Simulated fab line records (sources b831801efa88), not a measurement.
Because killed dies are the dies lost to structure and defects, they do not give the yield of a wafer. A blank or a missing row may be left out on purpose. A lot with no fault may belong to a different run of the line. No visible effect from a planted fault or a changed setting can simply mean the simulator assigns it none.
Problem report in the 8D (eight disciplines) form, filled by code || flow sky130 || the parts of the form that need people (team, actions taken, sign-off) are left out

1. THE ISSUE
Wafers free of any fault read 456.2 (standard deviation 1.8) for LDD_HVP_TW at SKY_LDD_HVP_TW_MEAS_10, against a mean of 476.8 on 6 wafers of 2 lots. That is +11 standard deviations from the usual mean.
Seen first at day 25 07:52 on film-metro-01, wafer L560.1. At this step, 33 wafers from 11 lots have a number in the record. By rule, "out" or "out of limits" means more than 4 standard deviations away from the usual mean. All remaining wafers that have a number are taken as sound.

2. WHAT IT IS; WHAT IT IS NOT
{"question": "which readings at this step", "is": "LDD_HVP_TW", "is not": "-"}
{"question": "which lots", "is": "L560, L563", "is not": "L551, L553, L554, L567, L569, L570, L571, L572, L573"}
{"question": "which wafers of those lots", "is": "all that have a number", "is not": "-"}
{"question": "read on which gauges", "is": "film-metro-01, film-metro-02", "is not": "film-metro-04"}
{"question": "when", "is": "from day 25 07:52", "is not": "up to then (9 sound wafers); but 18 sound wafers of L567, L569, L570, L571, L572, L573 came after"}

3. WHAT RULES OUT EACH SUSPECT
Counting: a tool at a process step up to the reading stays a suspect if it ran every lot that is out and no sound lot after the first of them.
- the gauge at SKY_LDD_HVP_TW_MEAS_10 is ruled out. The wafers that are out were read on 2 gauges (film-metro-01, film-metro-02).
- implanter-01 at SKY_LDD_HVP_IMPLANT_08: ruled out as a lasting fault. Sound lots L569, L567, L573 ran on it after its first lot that is out, L560 (day 25 07:37).
Left after counting: nothing in the record.

4. THE CAUSE (what the simulator had put in)
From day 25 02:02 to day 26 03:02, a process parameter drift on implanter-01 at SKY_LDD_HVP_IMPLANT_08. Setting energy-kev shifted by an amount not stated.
The count ruled it out by mistake, since the rule takes a fault to strike every lot its tool runs from the start of the fault on, and this one did not do so.

5. SEQUENCE OF EFFECTS, ordered by route
One row per reading whose mean, taken over the struck wafers that have a number, lies over 3 standard deviations from the usual. Scope: only readings with a usual standard deviation given in the record; hours: median across lots of the time from each lot's start at the first step in this table that gives one to its start at this step; sigmas: change in usual standard deviations.
{"hours": 0, "step": "SKY_LDD_HVP_IMPLANT_08", "reading": "beam-energy-keV", "usual": 20.001, "on struck wafers": 24.544, "change": "+4.543", "sigmas": "+99 or more"}
{"hours": 0, "step": "SKY_LDD_HVP_TW_MEAS_10", "reading": "LDD_HVP_TW", "usual": 456.2, "on struck wafers": 476.8, "change": "+20.6", "sigmas": "+11"}
Process steps it contains:
- SKY_LDD_HVP_IMPLANT_08

6. HOW IT WOULD HAVE BEEN CAUGHT EARLIER
6 hours passed between the start of the fault at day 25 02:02 and the first reading out of limits at a measuring or inspecting step in this record, taken at day 25 07:52.
At SKY_LDD_HVP_IMPLANT_08, the tool's own readings (beam-energy-keV) were out on each struck wafer the step has a row for, so an alarm limit on them would have fired on the first such wafer.
